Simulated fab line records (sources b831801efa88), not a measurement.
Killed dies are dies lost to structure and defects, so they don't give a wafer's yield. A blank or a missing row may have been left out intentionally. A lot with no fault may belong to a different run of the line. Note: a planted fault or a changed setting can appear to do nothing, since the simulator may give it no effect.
fab line records || flow sky130 || part 2 of 2: steps 39 to 47 of 47
record: {"lots": 5, "wafers": 15, "lastDay": 49}
route steps=708 shown VT_ADJUST_HVTR@142 VT_ADJUST_PCH@143 SONOS_TUNNEL@154 SONOS_ONO@168 GATE_OXIDE@187
lots untouched by any fault: they come from a run of this same line in which no faults occurred
startH: hours from the record's opening day to when the first of the lot's shown wafers began || waitH: hours since the lot's step before || " identical to the entry in the row above || L1.1+2: several wafers, shown together as one row || - no value, or no start given || * or withheld: withheld || < > ~ a bound
route shown NAME@n: NAME is a module with steps in the file, n the number in the route of the first one || usual: mean/standard deviation taken from wafers without a fault || same: alike in all rows || chamber/n: place in a boat || sites: each site's reading || _std_site: the standard deviation of these || _edge_site: mean of outer sites minus mean of inner sites || radiusMm: how far each site lies from the wafer's centre || mask NAME#n: copy n || behind: the last tool/chamber to shape the wafer || hold: the reason the lot was held/the length of the hold in hours/how it ended || device: which transistor (n, p or np) failed to switch || end of line: tests of these same wafers at the route's end || for a step that has no rows: nothing shown but its recipe || killed: at the first sort, the dies lost to defects and structure; wafer yield is something else || map: a wafer's dies, marking killed ones x, the rest . and places with no die _
set.NAME: the setting as run; set.NAME@STEP: as run at that earlier step || model.NAME: the simulator's own value behind a step, which no gauge read
certain route steps with their lots: each step a table, each wafer a row
services: the hour from which a tool's chamber was out of use, counted from the record's first day as startH (under 0 if before that day), plus the number of hours and why
== steps ==
step: SKY_SONOS_ONO_DEVELOP_12
recipe: {"developTimeS": 60, "devTempC": 23}
{"lot.wafer": "L075.1+4+5", "tool": "lithoTrack-01", "chamber": 0, "startH": 282.22, "waitH": 0.1}
{"lot.wafer": "L077.1+4+6", "tool": "lithoTrack-02", "chamber": 0, "startH": 308.13, "waitH": 0.1}
{"lot.wafer": "L085.1+2+6", "tool": "lithoTrack-01", "chamber": 0, "startH": 371.87, "waitH": 0.1}
{"lot.wafer": "L091.1+2+5", "tool": "lithoTrack-01", "chamber": 0, "startH": 417.12, "waitH": 0.1}
{"lot.wafer": "L095.1+2+6", "tool": "lithoTrack-04", "chamber": 0, "startH": 448.53, "waitH": 0.1}
step: SKY_SONOS_ONO_CD_MEAS_13
recipe: {"targetCdNm": 410}
usual: {"cdNm": "410.0/2.2"}
{"lot.wafer": "L075.1", "tool": "cdSem-02", "chamber": "-", "startH": 282.37, "waitH": 0.1, "cdNm": 408.3}
{"lot.wafer": "L075.4", "tool": "cdSem-02", "chamber": "-", "startH": 282.37, "waitH": 0.1, "cdNm": 408.4}
{"lot.wafer": "L075.5", "tool": "cdSem-02", "chamber": "-", "startH": 282.37, "waitH": 0.1, "cdNm": 407.6}
{"lot.wafer": "L077.1", "tool": "cdSem-02", "chamber": "-", "startH": 308.28, "waitH": 0.1, "cdNm": 411.1}
{"lot.wafer": "L077.4", "tool": "cdSem-02", "chamber": "-", "startH": 308.28, "waitH": 0.1, "cdNm": 411.6}
{"lot.wafer": "L077.6", "tool": "cdSem-02", "chamber": "-", "startH": 308.28, "waitH": 0.1, "cdNm": 410.8}
{"lot.wafer": "L085.1", "tool": "cdSem-01", "chamber": "-", "startH": 372.02, "waitH": 0.1, "cdNm": 409.6}
{"lot.wafer": "L085.2", "tool": "cdSem-01", "chamber": "-", "startH": 372.02, "waitH": 0.1, "cdNm": 408.8}
{"lot.wafer": "L085.6", "tool": "cdSem-01", "chamber": "-", "startH": 372.02, "waitH": 0.1, "cdNm": 412.4}
{"lot.wafer": "L091.1", "tool": "cdSem-02", "chamber": "-", "startH": 417.27, "waitH": 0.1, "cdNm": 410.5}
{"lot.wafer": "L091.2", "tool": "cdSem-02", "chamber": "-", "startH": 417.27, "waitH": 0.1, "cdNm": 409.9}
{"lot.wafer": "L091.5", "tool": "cdSem-02", "chamber": "-", "startH": 417.27, "waitH": 0.1, "cdNm": 408.1}
{"lot.wafer": "L095.1", "tool": "cdSem-02", "chamber": "-", "startH": 448.68, "waitH": 0.1, "cdNm": 408.3}
{"lot.wafer": "L095.2", "tool": "cdSem-02", "chamber": "-", "startH": 448.68, "waitH": 0.1, "cdNm": 409.6}
{"lot.wafer": "L095.6", "tool": "cdSem-02", "chamber": "-", "startH": 448.68, "waitH": 0.1, "cdNm": 410.0}
step: SKY_SONOS_ONO_OVL_MEAS_14
usual: {"SONOS_ONO_OVL": "0.6/1.1"}
{"lot.wafer": "L075.1", "tool": "overlay-01", "chamber": "-", "startH": 282.49, "waitH": 0.1, "SONOS_ONO_OVL[nm]": 1.2}
{"lot.wafer": "L075.4", "tool": "overlay-01", "chamber": "-", "startH": 282.49, "waitH": 0.1, "SONOS_ONO_OVL[nm]": 0.9}
{"lot.wafer": "L075.5", "tool": "overlay-01", "chamber": "-", "startH": 282.49, "waitH": 0.1, "SONOS_ONO_OVL[nm]": 1.4}
{"lot.wafer": "L077.1", "tool": "overlay-02", "chamber": "-", "startH": 308.40, "waitH": 0.1, "SONOS_ONO_OVL[nm]": 0.9}
{"lot.wafer": "L077.4", "tool": "overlay-02", "chamber": "-", "startH": 308.40, "waitH": 0.1, "SONOS_ONO_OVL[nm]": 1.7}
{"lot.wafer": "L077.6", "tool": "overlay-02", "chamber": "-", "startH": 308.40, "waitH": 0.1, "SONOS_ONO_OVL[nm]": 1.0}
{"lot.wafer": "L085.1", "tool": "overlay-02", "chamber": "-", "startH": 372.14, "waitH": 0.1, "SONOS_ONO_OVL[nm]": -0.4}
{"lot.wafer": "L085.2", "tool": "overlay-02", "chamber": "-", "startH": 372.14, "waitH": 0.1, "SONOS_ONO_OVL[nm]": -1.0}
{"lot.wafer": "L085.6", "tool": "overlay-02", "chamber": "-", "startH": 372.14, "waitH": 0.1, "SONOS_ONO_OVL[nm]": -1.0}
{"lot.wafer": "L091.1", "tool": "overlay-02", "chamber": "-", "startH": 417.39, "waitH": 0.1, "SONOS_ONO_OVL[nm]": -1.9}
{"lot.wafer": "L091.2", "tool": "overlay-02", "chamber": "-", "startH": 417.39, "waitH": 0.1, "SONOS_ONO_OVL[nm]": -1.7}
{"lot.wafer": "L091.5", "tool": "overlay-02", "chamber": "-", "startH": 417.39, "waitH": 0.1, "SONOS_ONO_OVL[nm]": 0.6}
{"lot.wafer": "L095.1", "tool": "overlay-02", "chamber": "-", "startH": 448.80, "waitH": 0.1, "SONOS_ONO_OVL[nm]": 2.0}
{"lot.wafer": "L095.2", "tool": "overlay-02", "chamber": "-", "startH": 448.80, "waitH": 0.1, "SONOS_ONO_OVL[nm]": 1.1}
{"lot.wafer": "L095.6", "tool": "overlay-02", "chamber": "-", "startH": 448.80, "waitH": 0.1, "SONOS_ONO_OVL[nm]": -0.8}
step: SKY_SONOS_ONO_ETCH_15
recipe: {"targetDepthNm": 19.52, "chemistry": "CHF3/O2", "sourceW": 600, "biasW": 200, "pressureMtorr": 40, "chf3FlowSccm": 50, "O2_flow_sccm": 5, "timeS": 7.8}
usual: {"biasW": "199.9/0.59", "drypumpMotorCurrentA": "5.6/0.38", "oesProductAu": "1.000/0.01", "rfFwdPowerW": "589.5/2.4", "throttleValvePct": "8.824/0.0087"}
{"lot.wafer": "L075.1", "tool": "rieDiel-02", "chamber": 2, "startH": 282.52, "waitH": 0.0, "biasW": 200.2, "drypumpMotorCurrentA": 5.3, "oesProductAu": 0.997, "rfFwdPowerW": 584.8, "rfHoursCounterH": 0, "throttleValvePct": 8.812}
{"lot.wafer": "L075.4", "tool": "rieDiel-02", "chamber": 1, "startH": 282.52, "waitH": 0.0, "biasW": 200.8, "drypumpMotorCurrentA": 5.3, "oesProductAu": 1.022, "rfFwdPowerW": 588.3, "rfHoursCounterH": 91, "throttleValvePct": 8.819}
{"lot.wafer": "L075.5", "tool": "rieDiel-02", "chamber": 1, "startH": 282.52, "waitH": 0.0, "biasW": 200.2, "drypumpMotorCurrentA": 5.3, "oesProductAu": 1.013, "rfFwdPowerW": 589.3, "rfHoursCounterH": "-", "throttleValvePct": 8.832}
{"lot.wafer": "L077.1", "tool": "rieDiel-01", "chamber": 0, "startH": 308.44, "waitH": 0.0, "biasW": 199.0, "drypumpMotorCurrentA": 5.7, "oesProductAu": 0.988, "rfFwdPowerW": 591.2, "rfHoursCounterH": 103, "throttleValvePct": 8.829}
{"lot.wafer": "L077.4", "tool": "rieDiel-01", "chamber": 0, "startH": 308.44, "waitH": 0.0, "biasW": 199.4, "drypumpMotorCurrentA": 5.7, "oesProductAu": 0.994, "rfFwdPowerW": 588.8, "rfHoursCounterH": "-", "throttleValvePct": 8.827}
{"lot.wafer": "L077.6", "tool": "rieDiel-01", "chamber": 1, "startH": 308.44, "waitH": 0.0, "biasW": 199.2, "drypumpMotorCurrentA": 6.0, "oesProductAu": 0.994, "rfFwdPowerW": 595.0, "rfHoursCounterH": "-", "throttleValvePct": 8.815}
{"lot.wafer": "L085.1", "tool": "rieDiel-02", "chamber": 2, "startH": 372.17, "waitH": 0.0, "biasW": 200.2, "drypumpMotorCurrentA": 5.3, "oesProductAu": 0.992, "rfFwdPowerW": 583.7, "rfHoursCounterH": 2, "throttleValvePct": 8.826}
{"lot.wafer": "L085.2", "tool": "rieDiel-02", "chamber": 1, "startH": 372.17, "waitH": 0.0, "biasW": 200.2, "drypumpMotorCurrentA": 5.3, "oesProductAu": 1.012, "rfFwdPowerW": 587.2, "rfHoursCounterH": 93, "throttleValvePct": 8.828}
{"lot.wafer": "L085.6", "tool": "rieDiel-02", "chamber": 1, "startH": 372.17, "waitH": 0.0, "biasW": 200.0, "drypumpMotorCurrentA": 5.3, "oesProductAu": 1.007, "rfFwdPowerW": 584.1, "rfHoursCounterH": "-", "throttleValvePct": 8.835}
{"lot.wafer": "L091.1", "tool": "rieDiel-01", "chamber": 0, "startH": 417.42, "waitH": 0.0, "biasW": 199.0, "drypumpMotorCurrentA": 5.6, "oesProductAu": 0.984, "rfFwdPowerW": 589.2, "rfHoursCounterH": 105, "throttleValvePct": 8.827}
{"lot.wafer": "L091.2", "tool": "rieDiel-01", "chamber": 2, "startH": 417.42, "waitH": 0.0, "biasW": 200.5, "drypumpMotorCurrentA": 5.7, "oesProductAu": 1.001, "rfFwdPowerW": 589.3, "rfHoursCounterH": 57, "throttleValvePct": 8.817}
{"lot.wafer": "L091.5", "tool": "rieDiel-01", "chamber": 1, "startH": 417.42, "waitH": 0.0, "biasW": 200.1, "drypumpMotorCurrentA": 6.0, "oesProductAu": 1.001, "rfFwdPowerW": 590.2, "rfHoursCounterH": "-", "throttleValvePct": 8.816}
{"lot.wafer": "L095.1", "tool": "rieDiel-01", "chamber": 3, "startH": 448.83, "waitH": 0.0, "biasW": 199.7, "drypumpMotorCurrentA": 5.5, "oesProductAu": 1.006, "rfFwdPowerW": 589.7, "rfHoursCounterH": 61, "throttleValvePct": 8.825}
{"lot.wafer": "L095.2", "tool": "rieDiel-01", "chamber": 1, "startH": 448.83, "waitH": 0.0, "biasW": 199.0, "drypumpMotorCurrentA": 6.0, "oesProductAu": 1.000, "rfFwdPowerW": 591.6, "rfHoursCounterH": 3, "throttleValvePct": 8.829}
{"lot.wafer": "L095.6", "tool": "rieDiel-01", "chamber": 1, "startH": 448.83, "waitH": 0.0, "biasW": 199.6, "drypumpMotorCurrentA": 6.0, "oesProductAu": 1.006, "rfFwdPowerW": 590.6, "rfHoursCounterH": "-", "throttleValvePct": 8.832}
step: SKY_SONOS_ONO_WET_ETCH_16
recipe: {"chemistry": "dHF", "targetDepthNm": 14, "dry": "n2Spin", "target": "SiO2", "dilution": "100:1", "tempC": 25, "timeS": 280}
{"lot.wafer": "L075.1+4+5", "tool": "wetBench-02", "chamber": 0, "startH": 282.54, "waitH": 0.0}
{"lot.wafer": "L077.1+4+6", "tool": "wetBench-02", "chamber": 2, "startH": 308.46, "waitH": 0.0}
{"lot.wafer": "L085.1+2+6", "tool": "wetBench-04", "chamber": 3, "startH": 372.19, "waitH": 0.0}
{"lot.wafer": "L091.1+2+5", "tool": "wetBench-04", "chamber": 0, "startH": 417.44, "waitH": 0.0}
{"lot.wafer": "L095.1+2+6", "tool": "wetBench-04", "chamber": 2, "startH": 448.85, "waitH": 0.0}
step: SKY_SONOS_ONO_STRIP_17
recipe: {"chemistry": "O2/N2", "powerW": 1400, "pressureMtorr": 1500, "platenTempC": "withheld", "o2FlowSccm": 3000, "n2FlowSccm": 300, "overashFraction": 0.5}
usual: {"drypumpMotorCurrentA": "5.6/0.41", "n2FlowSccm": "300.0/0.94", "oesProductAu": "0.710/0.005", "stripTimeToEndpointS": "14.09/0.043"}
{"lot.wafer": "L075.1", "tool": "plasmaAsher-01", "chamber": 0, "startH": 282.63, "waitH": 0.0, "drypumpMotorCurrentA": 5.1, "n2FlowSccm": 300.1, "oesProductAu": 0.709, "rfHoursCounterH": 16, "stripTimeToEndpointS": 14.10}
{"lot.wafer": "L075.4", "tool": "plasmaAsher-01", "chamber": 1, "startH": 282.63, "waitH": 0.0, "drypumpMotorCurrentA": 5.6, "n2FlowSccm": 301.4, "oesProductAu": 0.710, "rfHoursCounterH": "-", "stripTimeToEndpointS": 14.04}
{"lot.wafer": "L075.5", "tool": "plasmaAsher-01", "chamber": 1, "startH": 282.63, "waitH": 0.0, "drypumpMotorCurrentA": 5.6, "n2FlowSccm": 302.0, "oesProductAu": 0.709, "rfHoursCounterH": "-", "stripTimeToEndpointS": 14.08}
{"lot.wafer": "L077.1", "tool": "plasmaAsher-02", "chamber": 1, "startH": 308.56, "waitH": 0.0, "drypumpMotorCurrentA": 5.7, "n2FlowSccm": 299.2, "oesProductAu": 0.700, "rfHoursCounterH": 47, "stripTimeToEndpointS": 14.10}
{"lot.wafer": "L077.4", "tool": "plasmaAsher-02", "chamber": 0, "startH": 308.56, "waitH": 0.0, "drypumpMotorCurrentA": 6.4, "n2FlowSccm": 299.3, "oesProductAu": 0.718, "rfHoursCounterH": "-", "stripTimeToEndpointS": 14.09}
{"lot.wafer": "L077.6", "tool": "plasmaAsher-02", "chamber": 1, "startH": 308.56, "waitH": 0.0, "drypumpMotorCurrentA": 5.8, "n2FlowSccm": 299.9, "oesProductAu": 0.715, "rfHoursCounterH": "-", "stripTimeToEndpointS": 14.09}
{"lot.wafer": "L085.1", "tool": "plasmaAsher-01", "chamber": 0, "startH": 372.28, "waitH": 0.0, "drypumpMotorCurrentA": 5.0, "n2FlowSccm": 299.0, "oesProductAu": 0.712, "rfHoursCounterH": 25, "stripTimeToEndpointS": 14.18}
{"lot.wafer": "L085.2", "tool": "plasmaAsher-01", "chamber": 1, "startH": 372.28, "waitH": 0.0, "drypumpMotorCurrentA": 5.6, "n2FlowSccm": 300.6, "oesProductAu": 0.710, "rfHoursCounterH": 25, "stripTimeToEndpointS": 14.15}
{"lot.wafer": "L085.6", "tool": "plasmaAsher-01", "chamber": 0, "startH": 372.28, "waitH": 0.0, "drypumpMotorCurrentA": 5.0, "n2FlowSccm": 300.9, "oesProductAu": 0.709, "rfHoursCounterH": "-", "stripTimeToEndpointS": 14.18}
{"lot.wafer": "L091.1", "tool": "plasmaAsher-01", "chamber": 0, "startH": 417.53, "waitH": 0.0, "drypumpMotorCurrentA": 5.1, "n2FlowSccm": 300.1, "oesProductAu": 0.709, "rfHoursCounterH": 30, "stripTimeToEndpointS": 14.05}
{"lot.wafer": "L091.2", "tool": "plasmaAsher-01", "chamber": 1, "startH": 417.53, "waitH": 0.0, "drypumpMotorCurrentA": 5.6, "n2FlowSccm": 300.9, "oesProductAu": 0.716, "rfHoursCounterH": 30, "stripTimeToEndpointS": 14.03}
{"lot.wafer": "L091.5", "tool": "plasmaAsher-01", "chamber": 0, "startH": 417.53, "waitH": 0.0, "drypumpMotorCurrentA": 5.1, "n2FlowSccm": 299.6, "oesProductAu": 0.700, "rfHoursCounterH": "-", "stripTimeToEndpointS": 13.98}
{"lot.wafer": "L095.1", "tool": "plasmaAsher-04", "chamber": 0, "startH": 448.95, "waitH": 0.0, "drypumpMotorCurrentA": 5.4, "n2FlowSccm": 299.9, "oesProductAu": 0.711, "rfHoursCounterH": 2, "stripTimeToEndpointS": 14.10}
{"lot.wafer": "L095.2", "tool": "plasmaAsher-04", "chamber": 1, "startH": 448.95, "waitH": 0.0, "drypumpMotorCurrentA": 5.7, "n2FlowSccm": 301.8, "oesProductAu": 0.718, "rfHoursCounterH": 2, "stripTimeToEndpointS": 14.09}
{"lot.wafer": "L095.6", "tool": "plasmaAsher-04", "chamber": 1, "startH": 448.95, "waitH": 0.0, "drypumpMotorCurrentA": 5.8, "n2FlowSccm": 299.5, "oesProductAu": 0.707, "rfHoursCounterH": "-", "stripTimeToEndpointS": 14.09}
step: SKY_SONOS_ONO_WET_ETCH_18
recipe: {"chemistry": "H3PO4", "targetDepthNm": 15, "target": "Si3N4", "tempC": 160, "timeS": 172}
usual: {"bathGuardTempC": "160.4/0.44"}
{"lot.wafer": "L075.1", "tool": "wetBench-01", "chamber": 0, "startH": 282.73, "waitH": 0.1, "bathGuardTempC": 160.3}
{"lot.wafer": "L075.4", "tool": "wetBench-01", "chamber": 0, "startH": 282.73, "waitH": 0.1, "bathGuardTempC": 160.4}
{"lot.wafer": "L075.5", "tool": "wetBench-01", "chamber": 0, "startH": 282.73, "waitH": 0.1, "bathGuardTempC": 160.4}
{"lot.wafer": "L077.1", "tool": "wetBench-04", "chamber": 1, "startH": 308.66, "waitH": 0.1, "bathGuardTempC": 160.3}
{"lot.wafer": "L077.4", "tool": "wetBench-04", "chamber": 1, "startH": 308.66, "waitH": 0.1, "bathGuardTempC": 160.5}
{"lot.wafer": "L077.6", "tool": "wetBench-04", "chamber": 1, "startH": 308.66, "waitH": 0.1, "bathGuardTempC": 160.4}
{"lot.wafer": "L085.1", "tool": "wetBench-02", "chamber": 3, "startH": 372.38, "waitH": 0.1, "bathGuardTempC": 160.6}
{"lot.wafer": "L085.2", "tool": "wetBench-02", "chamber": 3, "startH": 372.38, "waitH": 0.1, "bathGuardTempC": 160.8}
{"lot.wafer": "L085.6", "tool": "wetBench-02", "chamber": 3, "startH": 372.38, "waitH": 0.1, "bathGuardTempC": 160.3}
{"lot.wafer": "L091.1", "tool": "wetBench-01", "chamber": 2, "startH": 417.63, "waitH": 0.1, "bathGuardTempC": 159.9}
{"lot.wafer": "L091.2", "tool": "wetBench-01", "chamber": 2, "startH": 417.63, "waitH": 0.1, "bathGuardTempC": 159.3}
{"lot.wafer": "L091.5", "tool": "wetBench-01", "chamber": 2, "startH": 417.63, "waitH": 0.1, "bathGuardTempC": 159.4}
{"lot.wafer": "L095.1", "tool": "wetBench-01", "chamber": 3, "startH": 449.05, "waitH": 0.1, "bathGuardTempC": 161.2}
{"lot.wafer": "L095.2", "tool": "wetBench-01", "chamber": 3, "startH": 449.05, "waitH": 0.1, "bathGuardTempC": 161.0}
{"lot.wafer": "L095.6", "tool": "wetBench-01", "chamber": 3, "startH": 449.05, "waitH": 0.1, "bathGuardTempC": 160.6}
step: SKY_GATE_OXIDE_CLEAN_00
recipe: {"chemistry": "SC1/SC2", "mix": "1:4:20", "tempC": 70, "timeS": 150, "dry": "n2Spin"}
usual: {"bathGuardTempC": "70.3/0.55"}
{"lot.wafer": "L075.1", "tool": "wetBench-04", "chamber": 0, "startH": 282.88, "waitH": 0.0, "bathGuardTempC": 69.7}
{"lot.wafer": "L075.4", "tool": "wetBench-04", "chamber": 0, "startH": 282.88, "waitH": 0.0, "bathGuardTempC": 69.9}
{"lot.wafer": "L075.5", "tool": "wetBench-04", "chamber": 0, "startH": 282.88, "waitH": 0.0, "bathGuardTempC": 69.9}
{"lot.wafer": "L077.1", "tool": "wetBench-02", "chamber": 0, "startH": 308.73, "waitH": 0.0, "bathGuardTempC": 70.4}
{"lot.wafer": "L077.4", "tool": "wetBench-02", "chamber": 0, "startH": 308.73, "waitH": 0.0, "bathGuardTempC": 70.6}
{"lot.wafer": "L077.6", "tool": "wetBench-02", "chamber": 0, "startH": 308.73, "waitH": 0.0, "bathGuardTempC": 70.6}
{"lot.wafer": "L085.1", "tool": "wetBench-02", "chamber": 2, "startH": 372.44, "waitH": 0.0, "bathGuardTempC": 70.1}
{"lot.wafer": "L085.2", "tool": "wetBench-02", "chamber": 2, "startH": 372.44, "waitH": 0.0, "bathGuardTempC": 70.2}
{"lot.wafer": "L085.6", "tool": "wetBench-02", "chamber": 2, "startH": 372.44, "waitH": 0.0, "bathGuardTempC": 70.1}
{"lot.wafer": "L091.1", "tool": "wetBench-04", "chamber": 2, "startH": 417.69, "waitH": 0.0, "bathGuardTempC": 70.6}
{"lot.wafer": "L091.2", "tool": "wetBench-04", "chamber": 2, "startH": 417.69, "waitH": 0.0, "bathGuardTempC": 70.7}
{"lot.wafer": "L091.5", "tool": "wetBench-04", "chamber": 2, "startH": 417.69, "waitH": 0.0, "bathGuardTempC": 70.6}
{"lot.wafer": "L095.1", "tool": "wetBench-02", "chamber": 3, "startH": 449.11, "waitH": 0.0, "bathGuardTempC": 70.6}
{"lot.wafer": "L095.2", "tool": "wetBench-02", "chamber": 3, "startH": 449.11, "waitH": 0.0, "bathGuardTempC": 70.6}
{"lot.wafer": "L095.6", "tool": "wetBench-02", "chamber": 3, "startH": 449.11, "waitH": 0.0, "bathGuardTempC": 70.5}
step: SKY_GATE_OXIDE_OXIDATION_01
recipe: {"tempC": 900, "ambient": "O2", "stabiliseS": 600, "purgeS": 300, "targetThkA": 102.68, "oxTimeS": 1473}
same: {"purgeS": 300, "stabiliseS": 600}
{"lot.wafer": "L075.1+4+5", "tool": "furnace-01", "chamber": 0, "startH": 283.73, "waitH": 0.8}
{"lot.wafer": "L077.1+4+6", "tool": "furnace-01", "chamber": 0, "startH": 308.99, "waitH": 0.2}
{"lot.wafer": "L085.1+2+6", "tool": "furnace-02", "chamber": 0, "startH": 373.35, "waitH": 0.9}
{"lot.wafer": "L091.1+2+5", "tool": "furnace-01", "chamber": 0, "startH": 420.38, "waitH": 2.6}
{"lot.wafer": "L095.1+2+6", "tool": "furnace-02", "chamber": 0, "startH": 450.40, "waitH": 1.2}
== services ==
{"tool": "rieDiel-02", "chamber": 1, "startH": 195.58, "hours": 2.0, "kind": "repair"}
{"tool": "rieDiel-01", "chamber": 1, "startH": 228.49, "hours": 5.1, "kind": "repair"}
{"tool": "ilineStepper-02", "chamber": "-", "startH": 245.97, "hours": 1.7, "kind": "pm"}
{"tool": "furnace-01", "chamber": "-", "startH": 248.96, "hours": 3.0, "kind": "pm"}
{"tool": "implanter-04", "chamber": "-", "startH": 253.60, "hours": 2.3, "kind": "pm"}
{"tool": "wetBench-02", "chamber": "-", "startH": 266.37, "hours": 1.5, "kind": "repair"}
{"tool": "implanter-04", "chamber": "-", "startH": 270.80, "hours": 3.9, "kind": "repair"}
{"tool": "plasmaAsher-01", "chamber": "-", "startH": 272.70, "hours": 4.0, "kind": "repair"}
{"tool": "lpcvd-02", "chamber": "-", "startH": 280.16, "hours": 1.0, "kind": "repair"}
{"tool": "rieDiel-01", "chamber": "-", "startH": 280.64, "hours": 0.9, "kind": "repair"}
{"tool": "furnace-01", "chamber": "-", "startH": 285.14, "hours": 4.1, "kind": "pm"}
{"tool": "wetBench-01", "chamber": "-", "startH": 285.69, "hours": 0.8, "kind": "repair"}
{"tool": "furnace-02", "chamber": "-", "startH": 295.47, "hours": 3.6, "kind": "pm"}
{"tool": "rieDiel-01", "chamber": 3, "startH": 307.70, "hours": 8.3, "kind": "repair"}
{"tool": "furnace-01", "chamber": "-", "startH": 324.63, "hours": 4.1, "kind": "pm"}
{"tool": "furnace-02", "chamber": "-", "startH": 329.69, "hours": 3.7, "kind": "pm"}
{"tool": "implanter-04", "chamber": "-", "startH": 354.77, "hours": 9.3, "kind": "repair"}
{"tool": "ilineStepper-01", "chamber": "-", "startH": 410.79, "hours": 1.7, "kind": "pm"}
{"tool": "plasmaAsher-04", "chamber": "-", "startH": 421.25, "hours": 9.0, "kind": "pm"}
{"tool": "lpcvd-02", "chamber": "-", "startH": 423.83, "hours": 2.8, "kind": "pm"}
{"tool": "wetBench-02", "chamber": "-", "startH": 427.62, "hours": 5.6, "kind": "repair"}
{"tool": "rieDiel-01", "chamber": 2, "startH": 433.16, "hours": 10.9, "kind": "repair"}
{"tool": "wetBench-01", "chamber": "-", "startH": 437.50, "hours": 1.7, "kind": "repair"}
{"tool": "rieDiel-01", "chamber": 1, "startH": 442.15, "hours": 5.7, "kind": "repair"}
